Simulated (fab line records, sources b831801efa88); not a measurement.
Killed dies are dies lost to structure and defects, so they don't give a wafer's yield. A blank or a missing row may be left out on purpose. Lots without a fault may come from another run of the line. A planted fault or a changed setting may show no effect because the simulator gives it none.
One fault seen from 2 desks | flow gf180mcu | each desk has only its own numbers; what lay behind them comes last

THE TOOL OWNER'S DESK: rtp_anneal-02
The tool's own readings at GF_PSD_RTA_13 (time 20 s): means of the sampled wafers that have a number, for each lot that ran on this tool. A lot is out of limits, marked OUT, if its mean lies more than 4 standard deviations from the usual mean; the brackets give that distance.
Columns: A = lamp_power_pct at GF_PSD_RTA_13, usual 36.2 %; B = run_length_s at GF_PSD_RTA_13, usual 48.6 s; C = wafer_temp_C_max at GF_PSD_RTA_13, usual 1029.1
lot  | first seen here | A    | B              | C
L234 | day 14 03:40    | 36.7 | 48.5           | 1027.4
L235 | day 14 12:59    | 36.6 | 48.8           | 1028.3
L242 | day 17 06:22    | 36.7 | 61.6 (+28) OUT | 1028.0
L243 | day 17 17:30    | 36.7 | 61.7 (+28) OUT | 1028.6
L245 | day 18 00:53    | 36.7 | 61.9 (+29) OUT | 1028.7
L252 | day 20 19:43    | 36.6 | 48.6           | 1028.5
L253 | day 21 02:50    | 36.7 | 48.5           | 1027.9
L254 | day 21 09:44    | 36.7 | 48.6           | 1027.8
L255 | day 21 14:41    | 36.7 | 48.4           | 1028.3
L257 | day 22 12:14    | 36.6 | 48.5           | 1027.8
This desk's finding: out of limits on L242, L243, L245; first on L242, day 17 06:22 (run_length_s at GF_PSD_RTA_13). In limits: L234, L235, L252, L253, L254, L255, L257.

THE METROLOGY DESK
What the gauges read, lot by lot, whatever tool the lot ran on: means of the sampled wafers that have a number. A lot is out of limits, marked OUT, if its mean lies more than 4 standard deviations from the usual mean; the brackets give that distance.
Columns: A = NSD_RS at GF_PSD_RS_MEAS_14, usual 46.15 ohm/sq; B = PSD_RS at GF_PSD_RS_MEAS_15, usual 108.59 ohm/sq; C = V1_BOW at GF_V1_BOW_MEAS_05, usual 81 um
lot  | first seen here | A               | B                | C
L234 | day 14 03:46    | 46.12           | 108.49           | 79
L235 | day 14 13:05    | 46.14           | 108.40           | 88
L237 | day 15 17:15    | 46.16           | 108.61           | 76
L242 | day 17 06:28    | 43.87 (-21) OUT | 104.19 (-16) OUT | 86
L243 | day 17 17:35    | 43.70 (-22) OUT | 104.25 (-16) OUT | 83
L245 | day 18 00:59    | 43.97 (-20) OUT | 104.77 (-14) OUT | 83
L249 | day 19 10:51    | 46.19           | 108.53           | 77
L252 | day 20 19:49    | 46.07           | 108.47           | 84
L253 | day 21 02:55    | 46.31           | 109.01           | 73
L254 | day 21 09:49    | 46.08           | 108.26           | 93
L255 | day 21 14:46    | 46.15           | 108.69           | 80
L256 | day 21 20:33    | 46.19           | 108.94           | 78
L257 | day 22 12:19    | 46.05           | 108.26           | 77
This desk's finding: out of limits on L242, L243, L245; first on L242, day 17 06:28 (NSD_RS at GF_PSD_RS_MEAS_14). In limits: L234, L235, L237, L249, L252, L253, L254, L255, L256, L257.

PUT TOGETHER
The tool owner's desk could have raised an alarm at day 17 06:22, on L242, L243, L245.
The metrology desk could have raised an alarm at day 17 06:28, on L242, L243, L245.
Of the lots named, all ran GF_PSD_RTA_13 on rtp_anneal-02.

WHAT THE SIMULATOR HAD PUT IN
Process parameter drift: rtp_anneal-02, from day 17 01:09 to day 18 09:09, at GF_PSD_RTA_13. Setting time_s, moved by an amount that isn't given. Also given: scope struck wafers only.
Lots struck among those shown: L242, L243, L245.
Hours from the fault's start to each desk's first reading out of limits: the tool owner's desk, 5; the metrology desk, 5.
